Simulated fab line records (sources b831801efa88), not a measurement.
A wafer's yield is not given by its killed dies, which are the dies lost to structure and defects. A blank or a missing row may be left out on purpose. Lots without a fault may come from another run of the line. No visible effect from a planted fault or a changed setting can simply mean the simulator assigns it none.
fab line records ; flow sky130
record: lots: 15; wafers: 45; last-day: 50
route steps=708 shown GATE_OXIDE@200 RES_PROTECT@215 LDD_P@264 LDD_HVN@274
lots with no fault: from the same line, run without faults
start-h: start of the lot's first displayed wafer, in hours after the record's first day ; wait-h: time in hours since the lot's previous step ; " repeats the value in the row above ; L1.1+2: a single row standing in for several wafers ; - no value, or no start was given ; * or withheld: withheld ; < > ~ a bound
route shown NAME@n: a module of which the file shows steps, and the number in the route of the first ; usual: mean/standard deviation taken from wafers without a fault ; same: alike in all rows ; chamber/n: place in a boat ; sites: readings site by site ; _std_site: their standard deviation ; _edge_site: inner sites' mean taken away from outer sites' mean ; radius-mm: how far each site lies from the wafer's centre ; mask NAME#n: copy n ; behind: the last tool/chamber to shape the wafer ; hold: what put the lot on hold/how long, in hours/how the hold closed ; device: transistor that didn't switch, given as n, p or np ; end of line: the tests these same wafers got at the end of their route ; a step with no rows: only its recipe ; killed: at the first sort, the dies lost to defects and structure; wafer yield is something else ; map: shows each die of a wafer: x if killed, . if not, _ if none is there
set.NAME: the run value of the setting; set.NAME@STEP: its run value at that earlier step ; model.NAME: the simulator's own value behind a step, which no gauge read
one table for each step of the route and one row for each wafer, over a sample of lots
services: a tool's chamber out of use, with start hour (start-h, from the record's first day; less than 0 if before it), hours out, and reason
== steps ==
step: SKY_GATE_OXIDE_STRIP_13
recipe: chemistry: O2/N2; power-w: 1400; pressure-mtorr: 1500; platen-temp-c: withheld; o2-flow-sccm: 3000; n2-flow-sccm: 300; overash-fraction: 0.5
usual: chamber-pressure-mTorr: 1500.1/1.5; drypump-motor-current-A: 5.59/0.27; n2-flow-sccm: 300.1/0.8; oes-product-au: 0.716/0.0046; strip-time-to-endpoint-s: 14.17/0.049
same: overash-fraction: 0.5
lot.wafer;tool;chamber;start-h;wait-h;chamber-pressure-mTorr;drypump-motor-current-A;n2-flow-sccm;oes-product-au;rf-hours-counter-h;strip-time-to-endpoint-s
L302.2;plasma-asher-03;0;299.93;0.0;1502.1;5.87;299.4;0.720;16;14.18
L302.4;plasma-asher-03;0;299.93;0.0;1500.7;5.84;300.4;0.718;-;14.16
L302.6;plasma-asher-03;0;299.93;0.0;1499.9;5.86;300.6;0.715;-;14.19
L304.1;plasma-asher-01;0;326.99;0.0;1502.6;5.43;300.0;0.720;53;14.13
L304.3;plasma-asher-01;0;326.99;0.0;1499.7;5.45;299.8;0.711;-;14.12
L304.5;plasma-asher-01;0;326.99;0.0;1501.2;5.43;299.8;0.715;-;14.14
L303.3;plasma-asher-03;0;331.80;0.0;1501.8;5.86;299.5;0.717;-;14.25
L303.4;plasma-asher-03;1;331.80;0.0;1503.2;5.74;298.4;0.713;-;14.26
L303.5;plasma-asher-03;0;331.80;0.0;1498.1;5.89;298.2;0.711;-;14.23
L306.1;plasma-asher-02;1;335.19;0.0;1502.5;5.10;300.1;0.722;64;14.15
L306.5;plasma-asher-02;1;335.19;0.0;1500.6;5.08;300.8;0.715;-;14.10
L306.6;plasma-asher-02;0;335.19;0.0;1498.5;5.54;300.4;0.715;-;14.20
L307.2;plasma-asher-02;1;356.56;0.0;1501.2;5.06;299.6;0.718;66;14.23
L307.3;plasma-asher-02;1;356.56;0.0;1497.7;5.06;300.6;0.720;-;14.16
L307.4;plasma-asher-02;0;356.56;0.0;1497.9;5.56;300.0;0.713;-;14.21
L309.2;plasma-asher-03;1;364.82;0.0;1499.5;5.75;299.9;0.715;22;14.17
L309.5;plasma-asher-03;1;364.82;0.0;1498.7;5.80;300.2;0.715;-;14.19
L309.6;plasma-asher-03;0;364.82;0.0;1499.7;5.85;300.2;0.708;-;14.18
L310.1;plasma-asher-01;1;371.32;0.0;1500.1;5.85;300.2;0.710;58;14.21
L310.2;plasma-asher-01;0;371.32;0.0;1498.8;5.44;301.2;0.712;58;14.23
L310.5;plasma-asher-01;0;371.32;0.0;1503.7;5.43;301.0;0.714;-;14.21
L311.3;plasma-asher-03;1;382.86;0.0;1499.1;5.80;300.5;0.723;-;14.16
L311.4;plasma-asher-03;0;382.86;0.0;1499.2;5.85;301.2;0.712;-;14.13
L311.6;plasma-asher-03;1;382.86;0.0;1500.2;5.76;299.5;0.713;-;14.13
L312.1;plasma-asher-01;1;388.43;0.0;1500.2;5.83;300.3;0.714;59;14.19
L312.4;plasma-asher-01;0;388.43;0.0;1500.3;5.44;301.6;0.718;-;14.17
L312.5;plasma-asher-01;1;388.43;0.0;1497.6;5.81;299.7;0.718;-;14.18
L313.4;plasma-asher-03;1;403.32;0.0;1498.9;5.74;300.3;0.725;-;14.27
L313.5;plasma-asher-03;1;403.32;0.0;1499.9;5.75;300.4;0.727;-;14.21
L313.6;plasma-asher-03;0;403.32;0.0;1499.7;5.90;302.2;0.716;-;14.25
L314.1;plasma-asher-01;1;408.38;0.0;1498.9;5.86;299.7;0.719;61;14.15
L314.3;plasma-asher-01;1;408.38;0.0;1501.0;5.84;302.0;0.717;-;14.14
L314.5;plasma-asher-01;0;408.38;0.0;1502.3;5.47;299.8;0.712;-;14.14
L322.3;plasma-asher-01;1;478.31;0.0;1500.4;5.84;299.4;0.719;-;14.14
L322.4;plasma-asher-01;0;478.31;0.0;1500.9;5.43;299.7;0.709;-;14.16
L322.6;plasma-asher-01;1;478.31;0.0;1502.3;5.82;299.2;0.712;-;14.12
L324.1;plasma-asher-03;0;493.99;0.0;1499.0;5.87;300.1;0.716;34;14.15
L324.4;plasma-asher-03;1;493.99;0.0;1499.5;5.72;299.9;0.717;-;14.16
L324.6;plasma-asher-03;1;493.99;0.0;1501.3;5.72;299.8;0.708;-;14.15
L323.1;plasma-asher-01;0;496.54;0.0;1499.0;5.44;297.6;0.714;69;14.19
L323.2;plasma-asher-01;1;496.54;0.0;1498.9;5.85;299.7;0.721;69;14.24
L323.3;plasma-asher-01;0;496.54;0.0;1498.1;5.44;299.7;0.726;-;14.19
L325.2;plasma-asher-02;0;511.88;0.0;1500.7;5.57;299.9;0.721;8;14.18
L325.5;plasma-asher-02;1;511.88;0.0;1497.9;5.09;300.8;0.713;-;14.19
L325.6;plasma-asher-02;0;511.88;0.0;1501.0;5.56;300.4;0.717;-;14.16
step: SKY_RES_PROTECT_TW_MEAS_08
usual: POLY_GATE_TW: 4070/40
lot.wafer;tool;chamber;start-h;wait-h;POLY_GATE_TW
L302.2;film-metro-01;-;330.70;0.1;4116
L302.4;film-metro-01;-;330.70;0.1;4120
L302.6;film-metro-01;-;330.70;0.1;4132
L304.1;film-metro-01;-;357.39;0.1;4115
L304.3;film-metro-01;-;357.39;0.1;4114
L304.5;film-metro-01;-;357.39;0.1;4119
L303.3;film-metro-01;-;362.46;0.1;4111
L303.4;film-metro-01;-;362.46;0.1;4112
L303.5;film-metro-01;-;362.46;0.1;4126
L306.1;film-metro-01;-;369.39;0.1;4117
L306.5;film-metro-01;-;369.39;0.1;4117
L306.6;film-metro-01;-;369.39;0.1;4110
L307.2;film-metro-04;-;389.30;0.1;4038
L307.3;film-metro-04;-;389.30;0.1;4039
L307.4;film-metro-04;-;389.30;0.1;4022
L309.2;film-metro-04;-;397.20;0.1;4020
L309.5;film-metro-04;-;397.20;0.1;4010
L309.6;film-metro-04;-;397.20;0.1;4018
L310.1;film-metro-01;-;403.84;0.1;4111
L310.2;film-metro-01;-;403.84;0.1;4095
L310.5;film-metro-01;-;403.84;0.1;4096
L311.3;film-metro-04;-;415.66;0.1;4036
L311.4;film-metro-04;-;415.66;0.1;4030
L311.6;film-metro-04;-;415.66;0.1;4041
L312.1;film-metro-02;-;421.39;0.1;4060
L312.4;film-metro-02;-;421.39;0.1;4052
L312.5;film-metro-02;-;421.39;0.1;4063
L313.4;film-metro-02;-;437.27;0.1;4055
L313.5;film-metro-02;-;437.27;0.1;4063
L313.6;film-metro-02;-;437.27;0.1;4074
L314.1;film-metro-04;-;442.59;0.1;4016
L314.3;film-metro-04;-;442.59;0.1;4018
L314.5;film-metro-04;-;442.59;0.1;4010
L322.3;film-metro-02;-;511.01;0.1;4089
L322.4;film-metro-02;-;511.01;0.1;4076
L322.6;film-metro-02;-;511.01;0.1;4079
L324.1;film-metro-04;-;526.59;0.1;4023
L324.4;film-metro-04;-;526.59;0.1;4012
L324.6;film-metro-04;-;526.59;0.1;4020
L323.1;film-metro-02;-;529.54;0.1;4046
L323.2;film-metro-02;-;529.54;0.1;4054
L323.3;film-metro-02;-;529.54;0.1;4054
L325.2;film-metro-01;-;545.65;0.1;4105
L325.5;film-metro-01;-;545.65;0.1;4069
L325.6;film-metro-01;-;545.65;0.1;4103
step: SKY_LDD_P_IMPLANT_09
recipe: species: BF2; energy-kev: 25; dose-cm2: 1e+13; tilt-deg: withheld
usual: beam-energy-keV: 25.000/0.0078; beam-on-s: 10.02/0.2; dose-ions-cm2: 1.0002e+13/1.1e+10
lot.wafer;tool;chamber;start-h;wait-h;beam-energy-keV;beam-on-s;dose-ions-cm2
L302.2;implanter-04;0;421.62;0.0;25.002;9.91;9.99e+12
L302.4;implanter-04;0;421.62;0.0;25.004;9.58;9.987e+12
L302.6;implanter-04;0;421.62;0.0;24.999;10.25;9.993e+12
L304.1;implanter-01;0;452.69;0.0;25.002;10.03;1.0009e+13
L304.3;implanter-01;0;452.69;0.0;24.999;9.87;9.996e+12
L304.5;implanter-01;0;452.69;0.0;25.006;10.03;1.0008e+13
L303.3;implanter-04;0;458.14;0.1;24.997;9.92;1.0001e+13
L303.4;implanter-04;0;458.14;0.1;25.007;9.86;1.0014e+13
L303.5;implanter-04;0;458.14;0.1;25.002;10.15;9.984e+12
L306.1;implanter-02;0;465.35;0.0;24.999;10.28;1e+13
L306.5;implanter-02;0;465.35;0.0;24.995;10.34;1.0005e+13
L306.6;implanter-02;0;465.35;0.0;24.996;9.70;9.995e+12
L307.2;implanter-02;0;485.37;0.0;25.006;9.60;9.999e+12
L307.3;implanter-02;0;485.37;0.0;25.004;10.20;1.0005e+13
L307.4;implanter-02;0;485.37;0.0;25.016;9.87;1.0002e+13
L309.2;implanter-04;0;493.27;0.0;24.992;9.93;1.0002e+13
L309.5;implanter-04;0;493.27;0.0;24.986;10.11;9.995e+12
L309.6;implanter-04;0;493.27;0.0;24.984;9.97;9.982e+12
L310.1;implanter-01;0;503.64;0.0;24.988;9.45;9.999e+12
L310.2;implanter-01;0;503.64;0.0;24.997;9.92;1.0006e+13
L310.5;implanter-01;0;503.64;0.0;24.996;10.42;9.999e+12
L311.3;implanter-02;0;511.31;0.1;24.997;10.00;1e+13
L311.4;implanter-02;0;511.31;0.1;24.983;9.55;9.988e+12
L311.6;implanter-02;0;511.31;0.1;24.997;10.15;9.98e+12
L312.1;implanter-04;-;518.45;0.0;-;-;-
L312.4;implanter-04;-;518.45;0.0;-;-;-
L312.5;implanter-04;-;518.45;0.0;-;-;-
L313.4;implanter-02;-;535.22;0.1;-;-;-
L313.5;implanter-02;-;535.22;0.1;-;-;-
L313.6;implanter-02;-;535.22;0.1;-;-;-
L314.1;implanter-02;-;539.10;0.0;-;-;-
L314.3;implanter-02;-;539.10;0.0;-;-;-
L314.5;implanter-02;-;539.10;0.0;-;-;-
L322.3;implanter-04;0;605.95;0.1;24.980;9.71;1.0006e+13
L322.4;implanter-04;0;605.95;0.1;24.997;10.29;1e+13
L322.6;implanter-04;0;605.95;0.1;24.983;9.87;1.0015e+13
L324.1;implanter-02;0;619.25;0.0;24.982;9.93;1.0009e+13
L324.4;implanter-02;0;619.25;0.0;25.004;9.83;1e+13
L324.6;implanter-02;0;619.25;0.0;24.986;10.05;9.997e+12
L323.1;implanter-04;0;621.36;0.0;25.018;10.31;1.0007e+13
L323.2;implanter-04;0;621.36;0.0;25.012;10.06;9.999e+12
L323.3;implanter-04;0;621.36;0.0;25.007;10.13;1.0012e+13
L325.2;implanter-01;0;637.02;0.0;24.996;9.95;9.98e+12
L325.5;implanter-01;0;637.02;0.0;24.997;9.91;1.0007e+13
L325.6;implanter-01;0;637.02;0.0;24.994;9.68;9.982e+12
step: SKY_LDD_P_TW_MEAS_11
usual: LDD_P_TW: 640/9
lot.wafer;tool;chamber;start-h;wait-h;LDD_P_TW
L302.2;film-metro-03;-;421.86;0.1;626
L302.4;film-metro-03;-;421.86;0.1;630
L302.6;film-metro-03;-;421.86;0.1;625
L304.1;film-metro-01;-;452.94;0.1;654
L304.3;film-metro-01;-;452.94;0.1;651
L304.5;film-metro-01;-;452.94;0.1;652
L303.3;film-metro-01;-;458.36;0.1;650
L303.4;film-metro-01;-;458.36;0.1;647
L303.5;film-metro-01;-;458.36;0.1;649
L306.1;film-metro-01;-;465.60;0.1;648
L306.5;film-metro-01;-;465.60;0.1;649
L306.6;film-metro-01;-;465.60;0.1;649
L307.2;film-metro-01;-;485.61;0.1;647
L307.3;film-metro-01;-;485.61;0.1;647
L307.4;film-metro-01;-;485.61;0.1;647
L309.2;film-metro-03;-;493.51;0.1;629
L309.5;film-metro-03;-;493.51;0.1;628
L309.6;film-metro-03;-;493.51;0.1;630
L310.1;film-metro-01;-;503.89;0.1;646
L310.2;film-metro-01;-;503.89;0.1;649
L310.5;film-metro-01;-;503.89;0.1;650
L311.3;film-metro-03;-;511.53;0.1;630
L311.4;film-metro-03;-;511.53;0.1;626
L311.6;film-metro-03;-;511.53;0.1;626
L312.1;film-metro-03;-;518.70;0.1;30
L312.4;film-metro-03;-;518.70;0.1;30
L312.5;film-metro-03;-;518.70;0.1;30
L313.4;film-metro-02;-;535.42;0.1;30
L313.5;film-metro-02;-;535.42;0.1;30
L313.6;film-metro-02;-;535.42;0.1;30
L314.1;film-metro-01;-;539.35;0.1;31
L314.3;film-metro-01;-;539.35;0.1;31
L314.5;film-metro-01;-;539.35;0.1;31
L322.3;film-metro-03;-;606.17;0.1;629
L322.4;film-metro-03;-;606.17;0.1;630
L322.6;film-metro-03;-;606.17;0.1;631
L324.1;film-metro-02;-;619.50;0.1;637
L324.4;film-metro-02;-;619.50;0.1;641
L324.6;film-metro-02;-;619.50;0.1;637
L323.1;film-metro-03;-;621.61;0.1;628
L323.2;film-metro-03;-;621.61;0.1;632
L323.3;film-metro-03;-;621.61;0.1;630
L325.2;film-metro-01;-;637.26;0.1;645
L325.5;film-metro-01;-;637.26;0.1;642
L325.6;film-metro-01;-;637.26;0.1;644
step: SKY_LDD_HVN_OVL_MEAS_07
usual: LDD_HVN_OVL: -0.1/1.5
lot.wafer;tool;chamber;start-h;wait-h;LDD_HVN_OVL[nm]
L302.2;overlay-02;-;452.54;0.1;0.2
L302.4;overlay-02;-;452.54;0.1;1.9
L302.6;overlay-02;-;452.54;0.1;2.5
L304.1;overlay-02;-;483.64;0.1;-2.7
L304.3;overlay-02;-;483.64;0.1;-3.7
L304.5;overlay-02;-;483.64;0.1;-3.3
L303.3;overlay-02;-;488.55;0.1;2.5
L303.4;overlay-02;-;488.55;0.1;1.6
L303.5;overlay-02;-;488.55;0.1;0.4
L306.1;overlay-01;-;495.09;0.1;-2.7
L306.5;overlay-01;-;495.09;0.1;-2.1
L306.6;overlay-01;-;495.09;0.1;-1.4
L307.2;overlay-01;-;515.50;0.1;1.2
L307.3;overlay-01;-;515.50;0.1;0.0
L307.4;overlay-01;-;515.50;0.1;-2.1
L309.2;overlay-01;-;523.79;0.1;-0.7
L309.5;overlay-01;-;523.79;0.1;-1.2
L309.6;overlay-01;-;523.79;0.1;-0.7
L310.1;overlay-02;-;533.59;0.1;-1.3
L310.2;overlay-02;-;533.59;0.1;-2.2
L310.5;overlay-02;-;533.59;0.1;-2.0
L311.3;overlay-02;-;541.45;0.1;0.0
L311.4;overlay-02;-;541.45;0.1;0.0
L311.6;overlay-02;-;541.45;0.1;0.4
L322.3;overlay-01;-;633.85;0.1;0.0
L322.4;overlay-01;-;633.85;0.1;0.7
L322.6;overlay-01;-;633.85;0.1;0.4
L324.1;overlay-02;-;647.99;0.1;1.6
L324.4;overlay-02;-;647.99;0.1;2.7
L324.6;overlay-02;-;647.99;0.1;1.0
L323.1;overlay-02;-;650.14;0.1;1.2
L323.2;overlay-02;-;650.14;0.1;-0.3
L323.3;overlay-02;-;650.14;0.1;1.3
L325.2;overlay-01;-;665.95;0.1;-1.5
L325.5;overlay-01;-;665.95;0.1;-1.2
L325.6;overlay-01;-;665.95;0.1;0.3
== services ==
tool;chamber;start-h;hours;kind
plasma-asher-02;-;283.51;3.4;repair
implanter-04;-;293.74;3.9;repair
implanter-01;-;298.32;7.3;pm
implanter-01;-;335.49;20.3;repair
implanter-04;-;337.71;1.4;repair
implanter-04;-;354.34;1.0;repair
implanter-04;-;366.44;7.4;pm
plasma-asher-03;-;367.33;7.1;repair
plasma-asher-02;-;382.16;3.8;repair
plasma-asher-02;-;421.25;9.0;pm
plasma-asher-02;0;421.25;9.0;vent-cycle
plasma-asher-02;1;421.25;9.0;vent-cycle
plasma-asher-01;-;428.32;2.8;pm
plasma-asher-02;0;430.25;-;clean
plasma-asher-02;1;430.25;-;clean
implanter-02;-;438.32;5.7;repair
implanter-01;-;444.62;1.5;repair
implanter-04;-;524.04;15.6;pm
plasma-asher-02;-;540.61;2.1;repair
implanter-02;-;585.10;5.4;pm
implanter-02;-;623.72;8.4;pm
== key ==
first-sign: step: SKY_LDD_P_IMPLANT_09; reading: tool-record; direction: missing
effect: step: SKY_LDD_P_TW_MEAS_11; reading: LDD_P_TW; direction: down; sigmas: 68; usual: 640; struck: 30
met-at SKY_LDD_P_IMPLANT_09
struck-lots L312,L313,L314
later-rows-left-out L312.1,L312.4,L312.5,L313.4,L313.5,L313.6,L314.1,L314.3,L314.5
sort-left-out L312.1,L312.4,L312.5,L313.4,L313.5,L313.6,L314.1,L314.3,L314.5
tester-left-out L312,L313,L314
not-acting-at SKY_GATE_OXIDE_STRIP_13,SKY_RES_PROTECT_TW_MEAS_08,SKY_LDD_HVN_OVL_MEAS_07
onset-between 511.31 518.45
fault: kind: skipped-step-whole; tool: implanter-02,implanter-04; chamber: -; onset-h: 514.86; steps: SKY_LDD_P_IMPLANT_09; scope: struck-lots-only
tester-left-out: of these lots the tester's yield and bins aren't shown, on N5 and GAA mostly nor the transistor test; their killed dies are dies lost to structure and defects alone, not to doping, threshold or leakage, so they don't give the yield
sort-left-out: the simulated sort isn't trusted on such a fault, so these wafers' sort isn't shown, and their yield isn't known
later-rows-left-out: the simulator's readings of these wafers behind a module that went badly wrong aren't trusted and aren't shown, but for the sort
